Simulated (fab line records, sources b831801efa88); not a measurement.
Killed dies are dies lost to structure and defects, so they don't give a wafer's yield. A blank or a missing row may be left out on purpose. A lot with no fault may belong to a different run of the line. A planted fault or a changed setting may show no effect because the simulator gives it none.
fab line records | flow sky130
[record] lots = 7 | wafers = 21 | lastDay = 50
route steps=708 shown GATE_OXIDE@201 POLY_GATE@204 RES_PROTECT@206 PAD_OPEN@708
lots that met no fault: taken from a fault-free run of the same line
startH: hours from the record's opening day to when the first of the lot's shown wafers began | waitH: hours since the lot's step before | " identical to the entry in the row above | L1.1+2: one row covering several wafers at once | - no value present, or no start provided | * or withheld: withheld | < > ~ a bound
route shown NAME@n: names a module that has steps shown in the file, with the first one's number in the route | usual: mean and standard deviation over wafers with no fault | same: alike in all rows | chamber/n: place in a boat | sites: readings site by site | _std_site: standard deviation of those values | _edge_site: mean of outer sites minus mean of inner sites | radiusMm: how far each site lies from the wafer's centre | mask NAME#n: copy n | behind: the last tool/chamber to shape the wafer | hold: cause of the lot's hold/its duration in hours/its outcome | device: names the non-switching transistor (n, p or np) | end of line: the same wafers' tests at the end of the route | step lacking rows: just its recipe | killed: dies that structure and defects cost at the first sort, which is not the same as the wafer's yield | map: a wafer's dies, marking killed ones x, the rest . and places with no die _
set.NAME: the setting that was run; set.NAME@STEP: the one run at that earlier step | model.NAME: the simulator's own value behind a step, which no gauge read
lots at some steps of the route; a table a step, a row a wafer
services: the hour from which a tool's chamber was out of use, counted from the record's first day as startH (under 0 if before that day), plus the number of hours and why
[[steps]]
[step SKY_GATE_OXIDE_TW_MEAS_14]
[usual] GATE_OXIDE_TW = 223.7/1.5
lot.wafer | tool         | chamber | startH | waitH | GATE_OXIDE_TW
L456.1    | filmMetro-04 | -       | 318.33 | 0.1   | 224.2
L456.3    | "            | -       | "      | "     | 225.7
L456.6    | "            | -       | "      | "     | 226.1
L457.1    | filmMetro-03 | -       | 329.63 | 0.1   | 222.5
L457.3    | "            | -       | "      | "     | 221.7
L457.5    | "            | -       | "      | "     | 222.4
L463.2    | filmMetro-03 | -       | 382.04 | 0.1   | 222.2
L463.3    | "            | -       | "      | "     | 222.1
L463.4    | "            | -       | "      | "     | 222.1
L464.3    | filmMetro-04 | -       | 389.78 | 0.1   | 225.1
L464.4    | "            | -       | "      | "     | 225.6
L464.6    | "            | -       | "      | "     | 224.6
L465.2    | filmMetro-04 | -       | 403.37 | 0.1   | 225.6
L465.4    | "            | -       | "      | "     | 225.7
L465.6    | "            | -       | "      | "     | 227.0
L471.2    | filmMetro-03 | -       | 454.14 | 0.1   | 222.7
L471.4    | "            | -       | "      | "     | 223.3
L471.6    | "            | -       | "      | "     | 222.7
L475.1    | filmMetro-02 | -       | 489.56 | 0.1   | 223.7
L475.3    | "            | -       | "      | "     | 224.3
L475.6    | "            | -       | "      | "     | 223.7
[step SKY_GATE_OXIDE_CLEAN_15]
[recipe] chemistry = SC1/SC2 | mix = 1:4:20 | tempC = 70 | timeS = 150 | dry = n2Spin
[step SKY_GATE_OXIDE_OXIDATION_16]
[recipe] tempC = 800 | ambient = O2 | idleTempC = 700 | rampUpCPerMin = 10 | rampDownCPerMin = 3 | stabiliseS = 600 | purgeS = 300 | targetThkA = 35.7 | oxTimeS = 1915
[step SKY_POLY_GATE_CVD_00]
[recipe] material = poly-Si | targetThkNm = 180 | tempC = 620 | timeS = 720 | pressureMtorr = 200
[step SKY_POLY_GATE_THK_MEAS_01]
[recipe] reads = poly-Si_of_POLY_GATE_CVD_00
[usual] POLY_GATE_CVD_00_THK = 180.4/1.6
lot.wafer | tool         | chamber | startH | waitH | POLY_GATE_CVD_00_THK[nm]
L456.1    | filmMetro-01 | -       | 322.07 | 0.0   | 182.6
L456.3    | "            | -       | "      | "     | 182.0
L456.6    | "            | -       | "      | "     | 182.9
L457.1    | filmMetro-03 | -       | 333.44 | 0.0   | 180.2
L457.3    | "            | -       | "      | "     | 181.5
L457.5    | "            | -       | "      | "     | 183.4
L463.2    | filmMetro-01 | -       | 385.67 | 0.0   | 179.0
L463.3    | "            | -       | "      | "     | 179.7
L463.4    | "            | -       | "      | "     | 179.0
L464.3    | filmMetro-01 | -       | 392.63 | 0.0   | 180.0
L464.4    | "            | -       | "      | "     | 180.2
L464.6    | "            | -       | "      | "     | 178.6
L465.2    | filmMetro-03 | -       | 407.83 | 0.0   | 178.9
L465.4    | "            | -       | "      | "     | 178.2
L465.6    | "            | -       | "      | "     | 178.6
L471.2    | filmMetro-04 | -       | 456.99 | 0.0   | 179.9
L471.4    | "            | -       | "      | "     | 178.9
L471.6    | "            | -       | "      | "     | 180.1
L475.1    | filmMetro-04 | -       | 505.80 | 0.0   | 180.5
L475.3    | "            | -       | "      | "     | 179.8
L475.6    | "            | -       | "      | "     | 180.8
[step SKY_RES_PROTECT_DEHYDRATE_00]
[recipe] tempC = 200 | timeS = 60
[step SKY_RES_PROTECT_HMDS_01]
[recipe] primeTimeS = 60 | primeTempC = 120
[step SKY_RES_PROTECT_COAT_02]
[recipe] resist = NOVOLAK | spinRpm = 3000 | resistThkNm = 1140
[step SKY_RES_PROTECT_SOFTBAKE_03]
[recipe] tempC = 90 | timeS = 60 | resist = NOVOLAK
[step SKY_RES_PROTECT_EXPOSE_04]
[recipe] maskId = RPM | na = 0.6 | sourceShape = conventional | sigmaOuter = 0.6 | polarization = unpolarized | targetCdNm = 1270 | doseMj = 131
[step SKY_RES_PROTECT_PEB_05]
[recipe] tempC = withheld | timeS = * | resist = NOVOLAK
[step SKY_RES_PROTECT_DEVELOP_06]
[recipe] resist = NOVOLAK | developer = TMAH | developTimeS = 60 | devTempC = 23
[step SKY_POLY_GATE_IMPLANT_02]
[recipe] species = P | energyKev = 30 | doseCm2 = 7.7e+15 | tiltDeg = 0
[usual] beamEnergyKeV = 30.000/0.0096
lot.wafer | tool         | chamber | startH | waitH | beamEnergyKeV
L456.1    | implanter-03 | 0       | 349.15 | 0.1   | 30.000
L456.3    | "            | 0       | "      | "     | 30.013
L456.6    | "            | 0       | "      | "     | 30.000
L457.1    | implanter-02 | 0       | 360.90 | 0.1   | 29.993
L457.3    | "            | 0       | "      | "     | 29.999
L457.5    | "            | 0       | "      | "     | 30.001
L463.2    | implanter-02 | 0       | 414.96 | 0.1   | 29.987
L463.3    | "            | 0       | "      | "     | 29.986
L463.4    | "            | 0       | "      | "     | 29.994
L463.2    | implanter-02 | 0       | 415.28 | 0.3   | 29.985
L463.3    | "            | 0       | "      | "     | 29.974
L463.4    | "            | 0       | "      | "     | 29.999
L464.3    | implanter-03 | 0       | 421.86 | 0.1   | 29.997
L464.4    | "            | 0       | "      | "     | 29.993
L464.6    | "            | 0       | "      | "     | 29.990
L464.3    | implanter-03 | 0       | 422.17 | 0.3   | 30.009
L464.4    | "            | 0       | "      | "     | 30.007
L464.6    | "            | 0       | "      | "     | 30.010
L465.2    | implanter-01 | 0       | 438.11 | 0.1   | 29.996
L465.4    | "            | 0       | "      | "     | 29.986
L465.6    | "            | 0       | "      | "     | 29.994
L465.2    | implanter-01 | 0       | 438.43 | 0.3   | 29.990
L465.4    | "            | 0       | "      | "     | 29.996
L465.6    | "            | 0       | "      | "     | 29.996
L471.2    | implanter-03 | 0       | 486.31 | 0.1   | 30.006
L471.4    | "            | 0       | "      | "     | 29.994
L471.6    | "            | 0       | "      | "     | 29.999
L475.1    | implanter-03 | 0       | 535.56 | 0.1   | 29.989
L475.3    | "            | 0       | "      | "     | 29.995
L475.6    | "            | 0       | "      | "     | 29.989
[step SKY_RES_PROTECT_STRIP_07]
[recipe] chemistry = O2/N2 | powerW = 1400 | pressureMtorr = 1500 | platenTempC = withheld | o2FlowSccm = 3000 | n2FlowSccm = 300 | overashFraction = 0.5
[usual] drypumpMotorCurrentA = 5.8/0.51 | oesProductAu = 0.517/0.0045 | stripTimeToEndpointS = 23.30/0.036
lot.wafer | tool           | chamber | startH | waitH | drypumpMotorCurrentA | oesProductAu | rfHoursCounterH | stripTimeToEndpointS
L456.1    | plasmaAsher-02 | 0       | 349.30 | 0.1   | 4.9                  | 0.518        | 65              | 23.29
L456.3    | "              | 0       | "      | "     | 4.9                  | 0.510        | -               | 23.32
L456.6    | "              | 1       | "      | "     | 5.7                  | 0.511        | -               | 23.32
L457.1    | plasmaAsher-02 | 1       | 361.05 | 0.1   | 5.7                  | 0.517        | 66              | 23.35
L457.3    | "              | 1       | "      | "     | 5.7                  | 0.516        | -               | 23.27
L457.5    | "              | 0       | "      | "     | 4.9                  | 0.513        | -               | 23.33
L463.2    | plasmaAsher-04 | 1       | 415.40 | 0.1   | 5.6                  | 0.496        | 74              | 25.10
L463.3    | "              | 1       | "      | "     | 5.6                  | 0.499        | -               | 25.12
L463.4    | "              | 0       | "      | "     | 5.4                  | 0.506        | -               | 25.09
L464.3    | plasmaAsher-04 | 0       | 422.31 | 0.1   | 5.4                  | 0.493        | -               | 25.11
L464.4    | "              | 1       | "      | "     | 5.6                  | 0.497        | -               | 25.15
L464.6    | "              | 1       | "      | "     | 5.6                  | 0.502        | -               | 25.13
L465.2    | plasmaAsher-02 | 0       | 438.55 | 0.1   | 4.9                  | 0.494        | 1               | 25.10
L465.4    | "              | 1       | "      | "     | 5.7                  | 0.492        | -               | 25.07
L465.6    | "              | 0       | "      | "     | 4.9                  | 0.491        | -               | 25.08
L471.2    | plasmaAsher-01 | 0       | 486.44 | 0.1   | 6.1                  | 0.517        | 70              | 23.29
L471.4    | "              | 1       | "      | "     | 6.3                  | 0.521        | -               | 23.30
L471.6    | "              | 1       | "      | "     | 6.3                  | 0.516        | -               | 23.32
L475.1    | plasmaAsher-02 | 0       | 535.71 | 0.1   | 4.9                  | 0.524        | 11              | 23.25
L475.3    | "              | 1       | "      | "     | 5.7                  | 0.516        | -               | 23.29
L475.6    | "              | 0       | "      | "     | 4.9                  | 0.516        | -               | 23.21
[step SKY_RES_PROTECT_TW_MEAS_08]
[usual] POLY_GATE_TW = 4049/33
lot.wafer | tool         | chamber | startH | waitH | POLY_GATE_TW
L456.1    | filmMetro-02 | -       | 349.40 | 0.1   | 4022
L456.3    | "            | -       | "      | "     | 4051
L456.6    | "            | -       | "      | "     | 4045
L457.1    | filmMetro-02 | -       | 361.15 | 0.1   | 4048
L457.3    | "            | -       | "      | "     | 4033
L457.5    | "            | -       | "      | "     | 4032
L463.2    | filmMetro-01 | -       | 415.51 | 0.1   | 4159
L463.3    | "            | -       | "      | "     | 4190
L463.4    | "            | -       | "      | "     | 4202
L464.3    | filmMetro-02 | -       | 422.39 | 0.1   | 4124
L464.4    | "            | -       | "      | "     | 4150
L464.6    | "            | -       | "      | "     | 4158
L465.2    | filmMetro-02 | -       | 438.66 | 0.1   | 4155
L465.4    | "            | -       | "      | "     | 4133
L465.6    | "            | -       | "      | "     | 4157
L471.2    | filmMetro-02 | -       | 486.55 | 0.1   | 4011
L471.4    | "            | -       | "      | "     | 4000
L471.6    | "            | -       | "      | "     | 3997
L475.1    | filmMetro-01 | -       | 535.81 | 0.1   | 4064
L475.3    | "            | -       | "      | "     | 4062
L475.6    | "            | -       | "      | "     | 4065
[step SKY_RES_PROTECT_CLEAN_09]
[recipe] chemistry = SC1/SC2 | mix = 1:4:20 | tempC = 70 | timeS = 150 | dry = n2Spin
[step SKY_PAD_OPEN_PROBE_99]
[usual] killed_at_M0_to_M3 = 42/7.4 | killed_at_M4_up = 3.3/2.1 | killedAtContacts = 24/5.3 | killedAtFrontEnd = 15/4.5 | killedAtOther = 0.3/0.57 | killedDies = 84/10 | killedOpen = 46/7.5 | killedShort = 38/6.4
[same] grossDies = 492 | killedAtBackSide = 0
lot.wafer | tool      | chamber | startH  | waitH | killed_at_M0_to_M3 | killed_at_M4_up | killedAtContacts | killedAtFrontEnd | killedAtOther | killedDies | killedOpen | killedShort | model.etest.resPoly.lineOhmUm | model.etest.liconPoly.rcOhm | model.etest.resPoly.rsOhmSq | model.etest.nfet_01v8_lvt.vtLongV
L456.1    | prober-02 | -       | 1080.20 | 0.1   | 48                 | 6               | 19               | 14               | 1             | 88         | 40         | 48          | 519.5                         | 146.6                       | 47.46                       | 0.4354
L456.3    | prober-02 | -       | 1080.30 | 0.2   | 39                 | 1               | 25               | 21               | 0             | 86         | 48         | 38          | 521.9                         | 153.1                       | 48.66                       | 0.4347
L456.6    | prober-02 | -       | 1080.45 | 0.2   | 39                 | 7               | 15               | 16               | 0             | 77         | 41         | 36          | 508.1                         | 149.1                       | 48.08                       | 0.4353
L457.1    | prober-01 | -       | 1091.25 | 0.1   | 42                 | 4               | 31               | 24               | 0             | 101        | 55         | 46          | 539.5                         | 152.7                       | 47.88                       | 0.4461
L457.3    | prober-01 | -       | 1091.35 | 0.2   | 39                 | 0               | 25               | 8                | 0             | 72         | 41         | 31          | 519.3                         | 158.6                       | 48.87                       | 0.4471
L457.5    | prober-01 | -       | 1091.45 | 0.2   | 40                 | 3               | 21               | 12               | 1             | 77         | 44         | 33          | 505                           | 154.5                       | 47.84                       | 0.4481
L463.2    | prober-02 | -       | 1126.95 | 0.1   | 48                 | 3               | 21               | 7                | 0             | 79         | 40         | 39          | 394.6                         | 106.4                       | 36.02                       | 0.4387
L463.3    | prober-02 | -       | 1127.00 | 0.2   | 31                 | 2               | 29               | 17               | 0             | 79         | 46         | 33          | 381.1                         | 106.5                       | 35.65                       | 0.4362
L463.4    | prober-02 | -       | 1127.05 | 0.2   | 50                 | 1               | 18               | 18               | 0             | 87         | 45         | 42          | 405.9                         | 106.5                       | 35.87                       | 0.4378
L464.3    | prober-02 | -       | 1131.57 | 0.2   | 42                 | 4               | 30               | 17               | 0             | 93         | 51         | 42          | 383.3                         | 102.8                       | 35.88                       | 0.4407
L464.4    | prober-02 | -       | 1131.62 | 0.2   | 35                 | 3               | 23               | 19               | 0             | 80         | 51         | 29          | 381.2                         | 104.1                       | 36.01                       | 0.4336
L464.6    | prober-02 | -       | 1131.72 | 0.2   | 36                 | 4               | 22               | 22               | 0             | 84         | 42         | 42          | 362.6                         | 107                         | 35.3                        | 0.439
L465.2    | prober-01 | -       | 1142.46 | 0.1   | 41                 | 8               | 36               | 22               | 0             | 107        | 65         | 42          | 376.9                         | 110.4                       | 35.75                       | 0.4304
L465.4    | prober-01 | -       | 1142.56 | 0.2   | 42                 | 4               | 22               | 6                | 0             | 74         | 45         | 29          | 381.4                         | 101.8                       | 35.92                       | 0.4345
L465.6    | prober-01 | -       | 1142.66 | 0.2   | 52                 | 1               | 22               | 16               | 0             | 91         | 51         | 40          | 373.2                         | 105.4                       | 35.57                       | 0.4343
L471.2    | prober-02 | -       | 1170.32 | 0.1   | 43                 | 2               | 22               | 18               | 0             | 85         | 43         | 40          | 511.6                         | 141.2                       | 47.61                       | 0.4423
L471.4    | prober-02 | -       | 1170.42 | 0.2   | 48                 | 1               | 22               | 9                | 0             | 80         | 40         | 40          | 515.4                         | 150.7                       | 49.06                       | 0.4422
L471.6    | prober-02 | -       | 1170.52 | 0.2   | 57                 | 3               | 27               | 13               | 0             | 100        | 55         | 44          | 518                           | 142.7                       | 48.45                       | 0.4437
L475.1    | prober-02 | -       | 1195.22 | 0.1   | 51                 | 2               | 18               | 12               | 0             | 83         | 39         | 44          | 520                           | 144.9                       | 49.1                        | 0.441
L475.3    | prober-02 | -       | 1195.32 | 0.2   | 39                 | 1               | 22               | 18               | 1             | 81         | 38         | 42          | 502.3                         | 152.1                       | 47.67                       | 0.4386
L475.6    | prober-02 | -       | 1195.47 | 0.2   | 37                 | 5               | 36               | 16               | 0             | 94         | 57         | 37          | 542.7                         | 150.3                       | 48.53                       | 0.4375
// killed by level:class
L456.1 CONTACT:geometricParticle:open=10 METAL1:geometricParticle:short=8 VIA3:geometricParticle:short=8 VIA2:geometricParticle:open=7 FIELD_ISO:geometricParticle:open=6 VIA1:geometricParticle:open=6 METAL2:geometricParticle:short=6 METAL4:geometricParticle:short=6
L456.3 CONTACT:geometricParticle:open=10 VIA1:geometricParticle:open=9 VIA2:geometricParticle:open=8 POLY_GATE:geometricParticle:short=7 FIELD_ISO:geometricParticle:open=6 LI_CONTACT:geometricParticle:open=6 CONTACT:geometricParticle:short=5 METAL1:geometricParticle:short=5
L456.6 VIA1:geometricParticle:open=11 CONTACT:geometricParticle:open=9 VIA1:geometricParticle:short=6 METAL2:geometricParticle:short=6 LI_CONTACT:geometricParticle:open=5 VIA3:geometricParticle:open=5 FIELD_ISO:geometricParticle:short=4 METAL4:geometricParticle:short=4
L457.1 CONTACT:geometricParticle:open=11 LI_CONTACT:geometricParticle:open=8 VIA1:geometricParticle:open=8 POLY_GATE:geometricParticle:short=6 VIA2:geometricParticle:short=6 VIA3:geometricParticle:open=6 FIELD_ISO:geometricParticle:open=5 CONTACT:geometricParticle:short=5
L457.3 VIA1:geometricParticle:open=11 VIA3:geometricParticle:open=7 CONTACT:geometricParticle:open=7 LI_CONTACT:geometricParticle:open=6 CONTACT:geometricParticle:short=6 METAL2:geometricParticle:short=5 LOCAL_INTERCONNECT:geometricParticle:short=4 METAL1:geometricParticle:short=4
L457.5 VIA1:geometricParticle:open=10 LI_CONTACT:geometricParticle:open=7 CONTACT:geometricParticle:short=7 CONTACT:geometricParticle:open=7 VIA3:geometricParticle:open=5 VIA1:geometricParticle:short=5 VIA3:geometricParticle:short=4 METAL1:geometricParticle:short=4
L463.2 METAL2:geometricParticle:short=11 VIA1:geometricParticle:open=9 CONTACT:geometricParticle:open=7 VIA2:geometricParticle:open=7 VIA3:geometricParticle:short=6 LI_CONTACT:geometricParticle:open=5 LOCAL_INTERCONNECT:geometricParticle:short=5 VIA3:geometricParticle:open=5
L463.3 LI_CONTACT:geometricParticle:open=9 CONTACT:geometricParticle:open=8 FIELD_ISO:geometricParticle:open=6 LOCAL_INTERCONNECT:geometricParticle:short=5 VIA2:geometricParticle:open=5 VIA3:geometricParticle:open=5 VIA1:geometricParticle:short=4 POLY_GATE:geometricParticle:short=4
L463.4 VIA1:geometricParticle:open=10 VIA3:geometricParticle:open=8 LI_CONTACT:geometricParticle:open=7 METAL1:geometricParticle:short=7 CONTACT:geometricParticle:open=6 VIA3:geometricParticle:short=5 FIELD_ISO:geometricParticle:short=4 METAL2:geometricParticle:short=4
L464.3 VIA1:geometricParticle:open=12 CONTACT:geometricParticle:open=10 LI_CONTACT:geometricParticle:open=10 FIELD_ISO:geometricParticle:short=8 LOCAL_INTERCONNECT:geometricParticle:short=5 VIA3:geometricParticle:short=5 METAL2:geometricParticle:short=5 VIA3:geometricParticle:open=5
L464.4 VIA3:geometricParticle:open=10 CONTACT:geometricParticle:open=8 VIA1:geometricParticle:open=7 FIELD_ISO:geometricParticle:open=6 LI_CONTACT:geometricParticle:open=5 CONTACT:geometricParticle:short=5 VIA2:geometricParticle:open=5 FIELD_ISO:geometricParticle:short=4
L464.6 VIA1:geometricParticle:open=15 FIELD_ISO:geometricParticle:open=7 LI_CONTACT:geometricParticle:open=7 FIELD_ISO:geometricParticle:short=6 CONTACT:geometricParticle:open=5 POLY_GATE:geometricParticle:short=4 LOCAL_INTERCONNECT:geometricParticle:short=4 CONTACT:geometricParticle:short=4
L465.2 CONTACT:geometricParticle:open=14 LI_CONTACT:geometricParticle:open=13 VIA1:geometricParticle:open=10 VIA3:geometricParticle:open=8 FIELD_ISO:geometricParticle:short=6 METAL3:geometricParticle:short=6 METAL4:geometricParticle:short=6 POLY_GATE:geometricParticle:open=5
L465.4 VIA1:geometricParticle:open=13 LI_CONTACT:geometricParticle:open=8 VIA2:geometricParticle:short=8 CONTACT:geometricParticle:open=8 VIA3:geometricParticle:open=5 METAL2:geometricParticle:short=4 VIA2:geometricParticle:open=4 CONTACT:geometricParticle:short=3
L465.6 VIA1:geometricParticle:open=16 CONTACT:geometricParticle:open=9 VIA3:geometricParticle:short=7 VIA3:geometricParticle:open=6 POLY_GATE:geometricParticle:open=5 LOCAL_INTERCONNECT:geometricParticle:short=5 METAL1:geometricParticle:short=5 METAL2:geometricParticle:short=5
L471.2 CONTACT:geometricParticle:open=9 VIA1:geometricParticle:open=9 METAL1:geometricParticle:short=7 CONTACT:geometricParticle:short=6 VIA2:geometricParticle:open=6 VIA3:geometricParticle:open=6 FIELD_ISO:geometricParticle:open=5 FIELD_ISO:geometricParticle:short=4
L471.4 METAL1:geometricParticle:short=9 VIA1:geometricParticle:open=9 METAL2:geometricParticle:short=9 LI_CONTACT:geometricParticle:open=8 CONTACT:geometricParticle:open=6 VIA2:geometricParticle:open=5 VIA3:geometricParticle:open=5 VIA3:geometricParticle:short=4
L471.6 CONTACT:geometricParticle:open=11 VIA1:geometricParticle:open=10 VIA3:geometricParticle:open=10 LI_CONTACT:geometricParticle:open=8 VIA1:geometricParticle:short=6 METAL2:geometricParticle:short=6 VIA2:geometricParticle:open=5 METAL3:geometricParticle:short=5
L475.1 VIA3:geometricParticle:open=9 VIA1:geometricParticle:open=8 VIA1:geometricParticle:short=7 CONTACT:geometricParticle:open=6 FIELD_ISO:geometricParticle:short=5 METAL3:geometricParticle:short=5 LI_CONTACT:geometricParticle:open=5 METAL1:geometricParticle:short=5
L475.3 VIA1:geometricParticle:open=10 CONTACT:geometricParticle:short=8 METAL2:geometricParticle:short=8 FIELD_ISO:geometricParticle:short=7 FIELD_ISO:geometricParticle:open=6 LI_CONTACT:geometricParticle:open=5 VIA2:geometricParticle:open=5 CONTACT:geometricParticle:open=4
L475.6 LI_CONTACT:geometricParticle:open=12 CONTACT:geometricParticle:open=10 FIELD_ISO:geometricParticle:open=8 VIA1:geometricParticle:open=8 VIA3:geometricParticle:open=7 LI_CONTACT:geometricParticle:short=5 LOCAL_INTERCONNECT:geometricParticle:open=4 METAL1:geometricParticle:short=4
[[services]]
tool           | chamber | startH | hours | kind
plasmaAsher-01 | -       | 347.46 | 2.8   | pm
implanter-03   | -       | 369.26 | 33.0  | repair
implanter-01   | -       | 370.01 | 2.0   | repair
implanter-02   | -       | 396.66 | 5.6   | repair
implanter-02   | -       | 417.73 | 3.2   | repair
plasmaAsher-02 | -       | 421.25 | 9.0   | pm
plasmaAsher-02 | 0       | 421.25 | 9.0   | ventCycle
plasmaAsher-02 | 1       | 421.25 | 9.0   | ventCycle
plasmaAsher-02 | 0       | 430.25 | -     | clean
plasmaAsher-02 | 1       | 430.25 | -     | clean
implanter-02   | -       | 432.74 | 41.0  | repair
plasmaAsher-04 | -       | 446.86 | 8.8   | repair
plasmaAsher-04 | -       | 471.02 | 2.8   | pm
plasmaAsher-02 | -       | 472.08 | 0.8   | repair
implanter-02   | -       | 473.73 | 3.0   | pm
plasmaAsher-02 | -       | 519.19 | 0.8   | repair
[[key]]
[firstSign] step = SKY_POLY_GATE_IMPLANT_02 | reading = visit | direction = added
[effect] step = SKY_RES_PROTECT_STRIP_07 | reading = stripTimeToEndpointS | direction = up | sigmas = 51 | usual = * | struck = *
[effect] step = SKY_RES_PROTECT_TW_MEAS_08 | reading = POLY_GATE_TW | direction = up | sigmas = 3.3 | usual = 4049 | struck = 4159
[modelEffect] step = SKY_PAD_OPEN_PROBE_99 | value = etest.resPoly.lineOhmUm | without = 513.7 | struck = 382.2
metAt SKY_POLY_GATE_IMPLANT_02
struckWafers L463.2,L463.3,L463.4,L464.3,L464.4,L464.6,L465.2,L465.4,L465.6
testerLeftOut L463,L464,L465
[fault] kind = repeatedStepWhole | tool = implanter-01,implanter-02,implanter-03 | chamber = - | onsetH = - | steps = SKY_POLY_GATE_IMPLANT_02 | times = 1 | scope = struckLotsOnly
// testerLeftOut: of these lots the tester's yield and bins aren't shown, on N5 and GAA mostly nor the transistor test; their killed dies are dies lost to structure and defects alone, not to doping, threshold or leakage, so they don't give the yield
